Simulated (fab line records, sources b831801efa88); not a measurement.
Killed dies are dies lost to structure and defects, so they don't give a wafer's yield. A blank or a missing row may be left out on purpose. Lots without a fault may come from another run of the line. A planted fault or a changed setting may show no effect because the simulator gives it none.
A struck lot beside a sound one | flow sky130 | 31 steps out of a route of 708
Sound: wafers L972.1, L972.2, L972.3. Struck: wafer L964.4. (L964.6 of the same lot was not struck and is left out.) The cause comes at the end.
At each step with rows: each side's tool, then ch and its chambers, then its first start. Under that, the readings that differ: sound wafers | struck wafers | difference of the means | sigmas: that difference in standard deviations of wafers without a fault.
alike: readings whose means differ by less than 2 such deviations, and words and numbers that are the same on both sides. not compared: withheld readings, readings that some wafer has no value for, bounds like >300 that may hide the same value, and numbers for which the record gives no deviation and whose values overlap.
The two part at a step that has a row with sigmas, a row that says differs or no value, or rows on one side only. Numbers that don't overlap but have no deviation are shown without sigmas and don't part them. A reading that every wafer of one side lacks parts them only if that side has two wafers or more.

SKY_LI_CONTACT_OVL_MEAS_13:
  sound on overlay-01, day 33 11:41; struck on overlay-01, day 30 22:01
  reading             | sound | struck | difference | sigmas
  LI_CONTACT_OVL (nm) | 4 3 4 | 17     | +13        | +2
SKY_LI_CONTACT_ETCH_14: etches BARC in N2/H2, stops on SiO2, time 45.9 s, target depth 60 nm.
  sound on rie_diel-03 ch 0,2,3, day 33 11:43; struck on rie_diel-03 ch 2, day 30 22:04
  reading               | sound             | struck | difference | sigmas
  oes_product_au (a.u.) | 0.854 0.855 0.850 | 0.863  | +0.010     | +2
  alike: drypump_motor_current_A, throttle_valve_pct
  not compared: rf_hours_counter_h
then, 1 step without rows for these wafers: SKY_LI_CONTACT_ETCH_15 (etches PSG in C4F8/O2/Ar, stops on Si, target depth 600 nm).
SKY_LI_CONTACT_STRIP_16: strips in O2/N2.
  sound on plasma_asher-01 ch 0,1, day 33 11:50; struck on plasma_asher-02 ch 0, day 30 22:12
  alike: drypump_motor_current_A, oes_product_au, strip_time_to_endpoint_s
  not compared: rf_hours_counter_h
then, 5 steps without rows for these wafers: SKY_LI_CONTACT_CLEAN_17 (cleans in NMP, time 600 s); SKY_LI_CONTACT_PRE_CLEAN_18 (time 5.6 s); SKY_LI_CONTACT_SPUTTER_19 (material Ti, target thk 20 nm, time 106.37 s); SKY_LI_CONTACT_SPUTTER_20 (material TiN, target thk 20 nm, time 80 s); SKY_LI_CONTACT_CVD_21 (deposits W, target thk 400 nm, time 120.56 s).
SKY_LI_CONTACT_RS_MEAS_22: measures by four-point-probe.
  sound on film_metro-02, day 33 12:25; struck on film_metro-03, day 30 22:48
  alike: LI_CONTACT_W_RS
SKY_LI_CONTACT_THK_MEAS_23: measures by xrf.
  sound on film_metro-02, day 33 12:32; struck on film_metro-03, day 30 22:53
  alike: LI_CONTACT_W_THK
SKY_LI_CONTACT_CMP_24: polishes, stops on PSG, t overpolish 20 s, target thk 0 nm.
  sound on cmp-01 ch 0,1,3, day 33 12:39; struck on cmp-02 ch 3, day 30 23:04
  reading                | sound                | struck | difference | sigmas
  overpolish_run_s (s)   | 20.004 19.987 20.008 | 20.018 | +0.018     | +2
  time_to_endpoint_s (s) | 99 92 98             | 85     | -11        | -3
  alike: motor_current_A
SKY_LOCAL_INTERCONNECT_SPUTTER_00: material TiN, target thk 100 nm, time 83.3 s.
  sound on pvd_sputter-04, day 33 12:54; struck on pvd_sputter-01, day 30 23:13
  reading                                                | sound            | struck | difference | sigmas
  model.TiN_of_LOCAL_INTERCONNECT_SPUTTER_00.thk_nm (nm) | 99.85 99.6 100.9 | 91.16  | -8.96      |
  alike: throttle_valve_pct
SKY_LOCAL_INTERCONNECT_RS_MEAS_01: measures by four-point-probe.
  sound on film_metro-02, day 33 12:58; struck on film_metro-02, day 30 23:20
  reading                            | sound             | struck | difference | sigmas
  LOCAL_INTERCONNECT_TIN_RS (ohm/sq) | 14.19 14.21 14.01 | 15.61  | +1.47      | +8
SKY_LOCAL_INTERCONNECT_THK_MEAS_02: measures by xrf.
  sound on film_metro-02, day 33 13:05; struck on film_metro-02, day 30 23:26
  reading                         | sound           | struck | difference | sigmas
  LOCAL_INTERCONNECT_TIN_THK (nm) | 99.4 99.7 101.1 | 91.1   | -9.0       | -7
then, 8 steps without rows for these wafers: SKY_LOCAL_INTERCONNECT_DEHYDRATE_03 (time 60 s); SKY_LOCAL_INTERCONNECT_HMDS_04 (prime time 60 s); SKY_LOCAL_INTERCONNECT_COAT_05 (resist thk 60 nm); SKY_LOCAL_INTERCONNECT_COAT_06 (resist thk 450 nm); SKY_LOCAL_INTERCONNECT_SOFTBAKE_07 (time 90 s); SKY_LOCAL_INTERCONNECT_EXPOSE_08 (exposes mask LI1M, target cd 170 nm); SKY_LOCAL_INTERCONNECT_PEB_09; SKY_LOCAL_INTERCONNECT_DEVELOP_10 (develop time 60 s).
SKY_LOCAL_INTERCONNECT_CD_MEAS_11: target cd 170 nm.
  sound on cd_sem-02, day 34 16:23; struck on cd_sem-02, day 32 01:52
  alike: cd_nm
SKY_LOCAL_INTERCONNECT_OVL_MEAS_12:
  sound on overlay-02, day 34 16:30; struck on overlay-01, day 32 01:56
  alike: LOCAL_INTERCONNECT_OVL
SKY_LOCAL_INTERCONNECT_ETCH_13: etches BARC in N2/H2, stops on SiO2, time 45.9 s, target depth 60 nm.
  sound on rie_metal-04 ch 0,1, day 34 16:32; struck on rie_metal-02 ch 0, day 32 02:01
  reading                | sound                | struck | difference | sigmas
  throttle_valve_pct (%) | 13.213 13.220 13.218 | 13.246 | +0.029     | +3
  alike: drypump_motor_current_A, oes_product_au
  not compared: rf_hours_counter_h
SKY_LOCAL_INTERCONNECT_METAL_ETCH_14: etches TiN in Cl2/BCl3, stops on PSG, target depth 110 nm, time 31.4 s.
  sound on rie_metal-04 ch 0,1, day 34 16:35; struck on rie_metal-02 ch 0, day 32 02:08
  reading                | sound                | struck | difference | sigmas
  oes_product_au (a.u.)  | 0.937 0.936 0.942    | 0.890  | -0.048     | -6
  throttle_valve_pct (%) | 21.902 21.911 21.899 | 21.942 | +0.038     | +4
  alike: drypump_motor_current_A
  not compared: rf_hours_counter_h
SKY_LOCAL_INTERCONNECT_STRIP_15: strips in O2/N2.
  sound on plasma_asher-03 ch 0,1, day 34 16:39; struck on plasma_asher-04 ch 0, day 32 02:13
  reading                      | sound             | struck | difference | sigmas
  strip_time_to_endpoint_s (s) | 4.740 4.739 4.724 | 4.684  | -0.050     | -2
  alike: drypump_motor_current_A, oes_product_au
  not compared: rf_hours_counter_h
SKY_LOCAL_INTERCONNECT_STRIP_16: strips in post etch residue remover, time 1200 s.
  sound on wet_bench-03 ch 2, day 34 16:45; struck on wet_bench-02 ch 2, day 32 02:17
  reading                                                | sound             | struck | difference | sigmas
  model.TiN_of_LOCAL_INTERCONNECT_SPUTTER_00.thk_nm (nm) | 99.43 99.17 100.5 | 90.74  | -8.96      |
then, 1 step without rows for these wafers: SKY_LOCAL_INTERCONNECT_CLEAN_17 (cleans in IPA, time 180 s).
-- the record jumps here: 15 days lie between the struck wafers' starts before and after (it left off in module LOCAL_INTERCONNECT and takes up again in module PAD_OPEN, whose first step shown is number 708 of the route) --
SKY_PAD_OPEN_PROBE_99:
  sound on prober-01, day 49 01:19; struck on prober-01, day 46 23:51
  reading                        | sound             | struck | difference | sigmas
  model.etest.res_li.line_ohm_um | 75.5 74.92 73.81  | 81.59  | +6.85      |
  model.etest.res_li.rs_ohm_sq   | 12.79 12.79 12.63 | 14.09  | +1.35      |
  alike: killed_at_M0_to_M3, killed_at_M4_up, killed_at_contacts, killed_at_front_end, killed_at_other, killed_dies, killed_open, killed_short

WHERE THEY PART
First at SKY_LI_CONTACT_OVL_MEAS_13; last, within this record, at SKY_LOCAL_INTERCONNECT_STRIP_15. Later steps at which nothing parts them and some readings are alike: SKY_PAD_OPEN_PROBE_99.

WHY: what the simulator had put in
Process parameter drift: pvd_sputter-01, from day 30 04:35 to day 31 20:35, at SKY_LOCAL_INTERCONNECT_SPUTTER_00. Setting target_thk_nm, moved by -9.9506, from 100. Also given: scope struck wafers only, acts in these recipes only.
